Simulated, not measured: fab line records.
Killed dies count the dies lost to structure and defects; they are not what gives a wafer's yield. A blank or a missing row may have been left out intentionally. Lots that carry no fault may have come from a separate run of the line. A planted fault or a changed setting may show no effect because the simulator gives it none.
2 desks, one fault + flow gf180mcu + each desk has only its own numbers; what lay behind them comes last

== THE METROLOGY DESK ==
What the gauges read, lot by lot, whatever tool the lot ran on: means of the sampled wafers that have a number. A lot is out of limits, marked OUT, if its mean lies more than 4 standard deviations from the usual mean; the brackets give that distance.
Columns: A = V5_W_RS at GF_V5_RS_MEAS_24, usual 0.327 ohm/sq; B = V5_W_THK at GF_V5_THK_MEAS_25, usual 346 nm
| lot  | first seen here | A     | B   |
|------|-----------------|-------|-----|
| L372 | day 29 18:53    | 0.323 | 347 |
| L375 | day 30 12:05    | 0.326 | 351 |
| L376 | day 30 20:07    | 0.323 | 352 |
| L379 | day 31 15:16    | 0.322 | 346 |
| L381 | day 32 02:25    | 0.330 | 344 |
| L385 | day 33 04:34    | 0.327 | 347 |
| L386 | day 33 10:01    | 0.324 | 355 |
This desk's finding: nothing out of limits on any of the 7 lots.

== TOOL OWNER'S DESK, pvd-sputter-02 ==
At GF_TOP_METAL_SPUTTER_01 (material TiN, target thk 30 nm, time 25 s) the tool's own readings: per lot run on this tool, the mean of the sampled wafers that have a number. A lot is out of limits, marked OUT, if its mean lies more than 4 standard deviations from the usual mean; the brackets give that distance.
Columns: A = throttle-valve-pct at GF_TOP_METAL_SPUTTER_01, usual 30.3 %
| lot  | first seen here | A    |
|------|-----------------|------|
| L375 | day 30 12:38    | 29.9 |
| L376 | day 30 20:40    | 30.2 |
| L379 | day 31 15:51    | 30.8 |
This desk's finding: nothing out of limits on any of the 3 lots.

== TAKEN TOGETHER ==
The metrology desk saw nothing out of limits.
Nothing out of limits was seen by the tool owner's desk.

== WHAT WAS PUT IN BY THE SIMULATOR ==
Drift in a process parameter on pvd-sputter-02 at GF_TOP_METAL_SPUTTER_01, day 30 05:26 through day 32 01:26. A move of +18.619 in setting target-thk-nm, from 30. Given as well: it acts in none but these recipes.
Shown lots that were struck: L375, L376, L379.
